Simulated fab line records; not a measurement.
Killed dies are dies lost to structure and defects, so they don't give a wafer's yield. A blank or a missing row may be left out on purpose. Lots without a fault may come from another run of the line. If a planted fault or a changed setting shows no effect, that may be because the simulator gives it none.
Which of the tools did it? | flow gf180mcu | Sampling: 14 lots, 42 wafers, 3 of 602 route steps

WHAT EACH GAUGE READ, for each wafer
GF_V5_RS_MEAS_24: measurement is done with a four-point probe.
lot  | measured     | on           | V5_W_RS (ohm/sq)
L782 | day 27 04:35 | filmMetro-04 | 0.321 0.322 0.321
L781 | day 27 05:32 | filmMetro-02 | 0.322 0.316 0.322
L783 | day 27 18:26 | filmMetro-04 | 0.324 0.326 0.328
L784 | day 27 22:45 | filmMetro-02 | 0.327 0.324 0.318
L785 | day 28 02:23 | filmMetro-04 | 0.331 0.326 0.327
L786 | day 28 07:42 | filmMetro-03 | 0.322 0.315 0.325
L787 | day 28 22:40 | filmMetro-02 | 0.322 0.324 0.319
L788 | day 29 17:22 | filmMetro-02 | 0.328 0.321 0.317
L796 | day 31 13:13 | filmMetro-04 | 0.326 0.322 0.323
L799 | day 32 08:29 | filmMetro-02 | 0.319 0.324 0.320
L801 | day 33 03:17 | filmMetro-02 | 0.322 0.330 0.324
L803 | day 33 09:45 | filmMetro-03 | 0.332 0.327 0.329
L802 | day 33 10:19 | filmMetro-02 | 0.329 0.323 0.328
L804 | day 34 02:08 | filmMetro-02 | 0.329 0.328 0.324

GF_TOP_METAL_THK_MEAS_06: measures by xrf.
lot  | measured     | on           | TOP_METAL_ALCU_THK (nm)
L782 | day 27 05:23 | filmMetro-04 | 881 886 883
L781 | day 27 06:20 | filmMetro-04 | 893 880 894
L783 | day 27 19:16 | filmMetro-04 | 914 913 912
L784 | day 27 23:34 | filmMetro-02 | 881 889 884
L785 | day 28 03:11 | filmMetro-02 | 886 878 889
L786 | day 28 08:36 | filmMetro-01 | 913 910 912
L787 | day 28 23:29 | filmMetro-04 | 892 896 886
L788 | day 29 18:12 | filmMetro-02 | 886 892 895
L796 | day 31 14:01 | filmMetro-02 | 887 908 902
L799 | day 32 09:17 | filmMetro-04 | 912 914 921
L801 | day 33 04:05 | filmMetro-02 | 901 887 892
L803 | day 33 10:33 | filmMetro-01 | 900 899 894
L802 | day 33 11:07 | filmMetro-04 | 887 884 906
L804 | day 34 02:58 | filmMetro-02 | 904 905 897

TOOL THAT RAN EACH LOT (tool first, then ch and the chambers of the sampled wafers, then the start)
lot  | GF_V2_CVD_00
L782 | hdpcvd-02 ch 0,1,2, day 19 06:10
L781 | hdpcvd-02 ch 0,1, day 19 07:18
L783 | hdpcvd-02 ch 0,1, day 19 19:10
L784 | hdpcvd-01 ch 0,1,2, day 20 01:40
L785 | hdpcvd-02 ch 0,2, day 20 07:04
L786 | hdpcvd-01 ch 0,1, day 20 16:16
L787 | hdpcvd-01 ch 0,1,2, day 21 07:25
L788 | hdpcvd-01 ch 0,1,2, day 22 05:32
L796 | hdpcvd-02 ch 0,1,2, day 24 12:25
L799 | hdpcvd-02 ch 0,1,2, day 25 12:07
L801 | hdpcvd-01 ch 0,2, day 26 11:44
L803 | hdpcvd-01 ch 0,1,2, day 26 20:12
L802 | hdpcvd-01 ch 0,1, day 26 21:47
L804 | hdpcvd-01 ch 0,1,2, day 27 16:41
- GF_V2_CVD_00: deposits SiO2, target thk 600 nm, time 100 s.

AS READ BY THE TOOLS THEMSELVES (means over the sampled wafers that have a number; for cases with no such wafer, the mark the record gives instead)
The record holds no such reading with a usual standard deviation.

THE ANSWER, worked out from the rows above alone
Rule: the usual values come from the lots themselves. The widest of any qualifying gaps counts: lots, ordered by their means at a reading, are off when they make up no more than a third of the lots, leave a main group of 4 or more, and stand apart from it by 3 or more times the standard deviation of that group's means. If all means in a main group match to the digits the tables above print for the reading, that group is not used. A lot without any number at a reading at which 4 lots or more have one is off too. Where the step has rows for the other lots, those lots are counted as sound. After the gauges, taken in route order, come the tools' own readings; for these a lot's mean is taken, as printed above. The first step at which some lot is off is used, and at that step the reading that is off furthest; a lot without a number counts as furthest.
No lot is off at any reading shown: from this, nothing can be told.

WHAT HAD BEEN PUT IN BY THE SIMULATOR
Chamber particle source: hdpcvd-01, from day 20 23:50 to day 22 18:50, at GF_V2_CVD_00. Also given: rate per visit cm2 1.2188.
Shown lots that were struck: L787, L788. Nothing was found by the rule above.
